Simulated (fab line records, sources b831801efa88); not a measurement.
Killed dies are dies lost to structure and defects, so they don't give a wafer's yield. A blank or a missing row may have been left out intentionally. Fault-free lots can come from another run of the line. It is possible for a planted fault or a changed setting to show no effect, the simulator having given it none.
Problem report, 8D (eight disciplines) form, completed by code / flow gf180mcu / the parts of the form that need people (team, actions taken, sign-off) are left out

1. WHAT IS WRONG
Wafers without a fault read 38.01, standard deviation 0.038; exposure dose mJ cm2 at GF_V1_EXPOSE_11 reads a mean of 37.77 on 5 wafers belonging to 2 lots. That puts it -6.4 standard deviations away from the usual mean.
The step: exposes mask Via1, target cd 260 nm.
The first sign was on wafer L980.2 at day 24 05:37, on krf scanner-01. At this step, 35 wafers from 12 lots have a number in the record. The rule behind "out" and "out of limits": a value lying over 4 standard deviations away from the usual mean. The rest of the wafers with a number are treated as sound.

2. WHAT IT IS, WHAT IT ISN'T
question=which readings at this step | is=exposure dose mJ cm2 | is not=focus offset nm
question=which lots | is=L980, L983 | is not=L963, L966, L968, L969, L970, L971, L972, L973, L982, L985
question=which wafers of those lots | is=all that have a number | is not=-
question=read on which tools | is=krf scanner-01 | is not=krf scanner-02
question=when | is=from day 24 05:37 | is not=up to then (24 sound wafers); but 6 sound wafers of L982, L985 came after

3. SUSPECTS, AND WHAT RULES EACH OUT
Counting: a tool at a process step up to the reading stays a suspect if it ran every lot that is out and no sound lot after the first of them.
- krf scanner-01 at GF_V1_EXPOSE_11 (exposes mask Via1, target cd 260 nm): kept. It ran every lot that is out, first L980 (day 24 05:37), and no sound lot after that; its last sound lot up to then is L973 (day 21 23:10). Its own exposure dose mJ cm2 readings are out on those wafers.
Remaining after the count: krf scanner-01 at GF_V1_EXPOSE_11.

4. THE CAUSE (what the simulator had put in)
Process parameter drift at GF_V1_EXPOSE_11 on krf scanner-01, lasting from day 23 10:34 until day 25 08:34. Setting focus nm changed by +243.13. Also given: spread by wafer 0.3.
After counting, this tool was the only one left.

5. THE CHAIN OF EFFECTS, in route order
Each row: a reading where the mean over the struck wafers with a number is more than 3 standard deviations away from the usual. Readings are gone through only where the record gives a usual standard deviation; hours: the median, over the lots, of the time from a lot's start at the first step in this table giving one to that lot's start at this step; sigmas: the change measured in usual standard deviations.
hours=0; step=GF_V1_EXPOSE_11; reading=exposure dose mJ cm2; usual=38.01; on struck wafers=37.77; change=-0.24; sigmas=-6.4
Here are the process steps it includes:
- GF_V1_EXPOSE_11: exposes mask Via1, target cd 260 nm.
Later measuring or inspecting steps at which every struck wafer that the step has a row for has a number for every such reading, and none has moved that far: GF_V1_THK_MEAS_25.

6. HOW IT WOULD HAVE BEEN CAUGHT EARLIER
In this record the first reading out of limits was taken at day 24 05:37, 19 hours after the fault began at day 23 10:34.
